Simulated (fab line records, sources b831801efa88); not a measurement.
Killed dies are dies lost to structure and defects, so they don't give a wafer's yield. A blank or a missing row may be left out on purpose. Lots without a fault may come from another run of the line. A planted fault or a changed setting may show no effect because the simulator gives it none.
A struck lot beside a sound one | flow gf180mcu | 25 steps out of a route of 602
Sound: wafers L668.2, L668.5, L668.6. Struck: wafers L659.1, L659.2, L659.4. The cause comes at the end.
At each step with rows: each side's tool, then ch and its chambers, then its first start. Under that, the readings that differ: sound wafers | struck wafers | difference of the means | sigmas: that difference in standard deviations of wafers without a fault.
alike: readings whose means differ by less than 2 such deviations, and words and numbers that are the same on both sides. not compared: withheld readings, readings that some wafer has no value for, bounds like >300 that may hide the same value, and numbers for which the record gives no deviation and whose values overlap.
The two part at a step that has a row with sigmas, a row that says differs or no value, or rows on one side only. Numbers that don't overlap but have no deviation are shown without sigmas and don't part them. A reading that every wafer of one side lacks parts them only if that side has two wafers or more.

first, 6 steps without rows for these wafers: GF_TOP_METAL_HMDS_08 (prime time 60 s); GF_TOP_METAL_COAT_09 (resist thk 1500 nm); GF_TOP_METAL_SOFTBAKE_10 (time 60 s); GF_TOP_METAL_EXPOSE_11 (exposes mask MetalTop, target cd 440 nm); GF_TOP_METAL_PEB_12; GF_TOP_METAL_DEVELOP_13 (develop time 60 s).
GF_TOP_METAL_CD_MEAS_14: target cd 440 nm.
  sound on cd_sem-01, day 33 11:45; struck on cd_sem-01, day 31 08:32
  alike: cd_nm
GF_TOP_METAL_OVL_MEAS_15:
  sound on overlay-01, day 33 11:52; struck on overlay-01, day 31 08:39
  reading            | sound          | struck      | difference | sigmas
  TOP_METAL_OVL (nm) | -1.2 -3.5 -0.6 | 1.0 0.6 2.2 | +3.0       | +2
GF_TOP_METAL_METAL_ETCH_16: etches the open film in Cl2/BCl3, stops on SiO2, target depth 1077.5 nm, time 179.6 s.
  sound on rie_metal-02 ch 0,1, day 33 11:53; struck on rie_metal-01 ch 0,1, day 31 08:41
  alike: drypump_motor_current_A, oes_product_au, throttle_valve_pct
  not compared: rf_hours_counter_h
GF_TOP_METAL_STRIP_17: strips in O2/N2.
  sound on plasma_asher-03 ch 0,1, day 33 12:04; struck on plasma_asher-01 ch 0,1, day 31 08:52
  alike: drypump_motor_current_A, heater_power_w, oes_product_au, strip_time_to_endpoint_s
  not compared: rf_hours_counter_h
then, 2 steps without rows for these wafers: GF_TOP_METAL_STRIP_18 (strips in post etch residue remover, time 1200 s); GF_TOP_METAL_CLEAN_19 (cleans in DIW).
GF_PASSIVATION_CVD_00: deposits SiO2 from TEOS, target thk 1000 nm, time 111.95 s.
  sound on pecvd-03 ch 0,1, day 33 12:36; struck on pecvd-01 ch 0,1, day 31 09:25
  no value came back on the struck wafers for heater_power_outer_w (W), heater_power_w (W), susceptor_temp_C (C); on the sound wafers heater_power_outer_w (W) reads 387 288 351
GF_PASSIVATION_CVD_02: deposits Si3N4, target thk 700 nm, time 486.18 s.
  sound on pecvd-04 ch 0,1,2, day 33 12:44; struck on pecvd-03 ch 1,2, day 31 09:33
  alike: heater_power_outer_w, heater_power_w, susceptor_temp_C
then, 7 steps without rows for these wafers: GF_PASSIVATION_DEHYDRATE_04 (time 60 s); GF_PASSIVATION_HMDS_05 (prime time 60 s); GF_PASSIVATION_COAT_06 (resist thk 4000 nm); GF_PASSIVATION_SOFTBAKE_07; GF_PASSIVATION_EXPOSE_08 (exposes mask Pad, target cd 40000 nm); GF_PASSIVATION_PEB_09; GF_PASSIVATION_DEVELOP_10 (develop time 60 s).
GF_PASSIVATION_ETCH_11: etches the open film in CF4/O2, stops on TiN, target depth 1800 nm, time 400 s.
  sound on rie_diel-03 ch 0,2,3, day 34 05:00; struck on rie_diel-01 ch 1,2,3, day 32 03:10
  reading                                 | sound             | struck            | difference | sigmas
  oes_product_au (a.u.)                   | 0.961 0.959 0.965 | 0.988 0.991 0.986 | +0.027     | +4
  model.PASSIVATION.feature_depth_nm (nm) | 1713 1711 1716    | 1777 1796 1800    | +78        |
  model.etch.depth_nm (nm)                | 1713 1711 1716    | 1777 1796 1800    | +78        |
  alike: drypump_motor_current_A, throttle_valve_pct
  not compared: rf_hours_counter_h
GF_PASSIVATION_STRIP_12: strips in O2/N2.
  sound on plasma_asher-01 ch 0,1, day 34 05:14; struck on plasma_asher-03 ch 0,1, day 32 03:24
  alike: drypump_motor_current_A, heater_power_w, oes_product_au, strip_time_to_endpoint_s
  not compared: rf_hours_counter_h
then, 1 step without rows for these wafers: GF_PASSIVATION_ANNEAL_13 (time 1800 s).
GF_PASSIVATION_BOW_MEAS_14:
  sound on film_metro-02, day 34 06:51; struck on film_metro-04, day 32 05:00
  reading              | sound       | struck     | difference | sigmas
  PASSIVATION_BOW (um) | 128 134 125 | 92 100 102 | -31        | -3

WHERE THEY PART
First at GF_TOP_METAL_OVL_MEAS_15; last, within this record, at GF_PASSIVATION_BOW_MEAS_14.

WHY: what the simulator had put in
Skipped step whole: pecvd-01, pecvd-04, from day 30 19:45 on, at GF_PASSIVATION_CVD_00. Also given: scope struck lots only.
